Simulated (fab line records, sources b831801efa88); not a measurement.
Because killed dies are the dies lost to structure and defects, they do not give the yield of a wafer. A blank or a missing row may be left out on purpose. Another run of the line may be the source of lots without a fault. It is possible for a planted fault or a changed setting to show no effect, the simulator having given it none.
A lot that was struck, set against a sound lot || flow sky130 || 16 steps out of a route of 708
Sound: wafers L409.1, L409.5, L409.6. Wafers struck: L424.1, L424.4, L424.5. The cause is given at the end.
Per side, at each step with rows, come the tool, then ch with its chambers, and then its first start. Under that, the readings that differ: sound wafers || struck wafers || difference of the means || sigmas: that difference in standard deviations of wafers without a fault.
alike: readings with means less than 2 such deviations apart, plus words and numbers identical on both sides. not compared: withheld readings, readings lacking a value on some wafer, bounds such as >300 that could conceal the same value, and numbers that have no deviation in the record and whose values overlap.
Wherever a step has rows on one side only, a row that says differs or no value, or a row with sigmas, the two part there. Numbers that don't overlap but have no deviation are shown without sigmas and don't part them. A reading missing from all wafers of one side parts the sides only when that side holds two or more wafers.

first, 5 steps without rows for these wafers: SKY_POLY_GATE_COAT_08 (resist thk 450 nm); SKY_POLY_GATE_SOFTBAKE_09 (time 90 s); SKY_POLY_GATE_EXPOSE_10 (exposes mask P1M, target cd 150 nm); SKY_POLY_GATE_PEB_11; SKY_POLY_GATE_DEVELOP_12 (develop time 60 s).
SKY_POLY_GATE_CD_MEAS_13 targets a cd of 150 nm.
  sound on cdSem-01 at day 18 08:19; struck on cdSem-02 at day 24 00:43
  alike: cdNm
SKY_POLY_GATE_OVL_MEAS_14:
  sound on overlay-01 at day 18 08:26; struck on overlay-01 at day 24 00:50
  alike: POLY_GATE_OVL
SKY_POLY_GATE_ETCH_15: etches BARC in N2/H2, stops on SiO2, time 118.5 s, target depth 110 nm.
  sound on rieDiel-03 ch 1,2, day 18 08:28; struck on rieDiel-02 ch 0,2,3, day 24 00:52
  alike: biasW, drypumpMotorCurrentA, oesProductAu, throttleValvePct
  not compared: rfHoursCounterH
SKY_POLY_GATE_ETCH_16: etches Si3N4 in CH3F/O2, stops on poly-Si, time 147.5 s, target depth 75 nm.
  sound on rieDiel-03 ch 1,2, day 18 08:34; struck on rieDiel-02 ch 0,2,3, day 24 00:57
  alike: biasW, drypumpMotorCurrentA, oesProductAu, throttleValvePct
  not compared: rfHoursCounterH
SKY_POLY_GATE_ETCH_17: etches poly-Si in HBr/Cl2, stops on SiO2, target depth 180 nm, time 70.5 s.
  sound on rieSi-01 ch 0,1,2, day 18 08:39; struck on rieSi-01 ch 0,1, day 24 01:02
  alike: HBr_flow_sccm, biasW, drypumpMotorCurrentA, oesProductAu, throttleValvePct
  not compared: rfHoursCounterH
SKY_POLY_GATE_STRIP_18: strips in O2/N2.
  sound on plasmaAsher-02 ch 0,1, day 18 08:43; struck on plasmaAsher-02 ch 0,1, day 24 01:06
  alike: drypumpMotorCurrentA, oesProductAu, stripTimeToEndpointS
  not compared: rfHoursCounterH
then, 1 step without rows for these wafers: SKY_POLY_GATE_CLEAN_19 (cleans in SC1/SC2, time 150 s).
SKY_POLY_GATE_OXIDATION_20: stabilise 600 s, purge 300 s, target thk 4 nm.
  sound on furnace-01 ch 0, day 18 11:25; struck on furnace-01 ch 0, day 24 01:16
{"reading": "spikeTcCentreC (C)", "sound": "849.1 850.8 851.0", "struck": "894.9 893.4 895.2", "difference": "+44.2", "sigmas": "+23"}
{"reading": "spikeTcLowerC (C)", "sound": "851.3 852.3 849.2", "struck": "846.0 843.5 844.4", "difference": -6.3, "sigmas": -6}
{"reading": "spikeTcUpperC (C)", "sound": "849.5 848.9 849.9", "struck": "842.8 846.1 844.1", "difference": -5.1, "sigmas": -5}
{"reading": "zonePowerCentrePct (%)", "sound": "21.9 22.0 22.4", "struck": "41.6 41.1 40.8", "difference": "+19.1", "sigmas": "+10"}
{"reading": "zonePowerLowerPct (%)", "sound": "15.2 15.2 15.3", "struck": "8.1 8.1 8.3", "difference": -7.1, "sigmas": -8}
{"reading": "zonePowerUpperPct (%)", "sound": "19.0 18.5 18.6", "struck": "10.0 9.8 9.8", "difference": -8.8, "sigmas": -6}
{"reading": "model.SiO2_of_POLY_GATE_OXIDATION_20.thkNm (nm)", "sound": "3.951 4.083 4.027", "struck": "4.992 5.197 5.181", "difference": "+1.103", "sigmas": ""}
  alike: tubeCenterTempC
SKY_POLY_GATE_THK_MEAS_21:
  sound on filmMetro-01 at day 18 12:40; struck on filmMetro-02 at day 24 02:31
{"reading": "POLY_GATE_OXIDATION_THK (nm)", "sound": "3.96 4.09 3.99", "struck": "4.98 5.23 5.20", "difference": "+1.12", "sigmas": "+14"}
SKY_POLY_GATE_CD_MEAS_22:
  sound on cdSem-02 at day 18 12:43; struck on cdSem-02 at day 24 02:34
  alike: cdNm
-- the record jumps here: 27 days lie between the struck wafers' starts before and after (it left off in module POLY_GATE and takes up again in module PAD_OPEN, whose first step shown is number 708 of the route) --
SKY_PAD_OPEN_PROBE_99:
  sound on prober-01 at day 47 07:22; struck on prober-02 at day 50 20:10
{"reading": "killedAtOther", "sound": "0 0 7", "struck": "0 0 1", "difference": -2, "sigmas": -3}
{"reading": "model.etest.tipP.rsOhmSq", "sound": "6915 6911 6960", "struck": "7044 7045 7115", "difference": "+139", "sigmas": ""}
{"reading": "model.etest.tipSonos.rsOhmSq", "sound": "2592 2583 2614", "struck": "2734 2754 2785", "difference": "+161", "sigmas": ""}
{"reading": "model.etest.tipN.rsOhmSq", "sound": "442.4 442.1 441", "struck": "457.9 458.5 457.9", "difference": "+16.3", "sigmas": ""}
{"reading": "model.etest.resPdiff.rsOhmSq", "sound": "202.3 201.5 201.1", "struck": "203.4 205 205", "difference": "+2.8", "sigmas": ""}
{"reading": "model.etest.resNdiff.rsOhmSq", "sound": "118.5 117.7 118.2", "struck": "124.1 124 125", "difference": "+6.2", "sigmas": ""}
  alike: killed_at_M0_to_M3, killed_at_M4_up, killedAtContacts, killedAtFrontEnd, killedDies, killedOpen, killedShort
  not compared: model.etest.resPdiffHv.rsOhmSq

WHERE THEY PART
At SKY_POLY_GATE_OXIDATION_20 first; at SKY_PAD_OPEN_PROBE_99 last (within this record only).

WHY: what had been put in by the simulator
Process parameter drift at SKY_POLY_GATE_OXIDATION_20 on furnace-01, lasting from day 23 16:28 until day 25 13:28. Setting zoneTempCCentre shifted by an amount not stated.
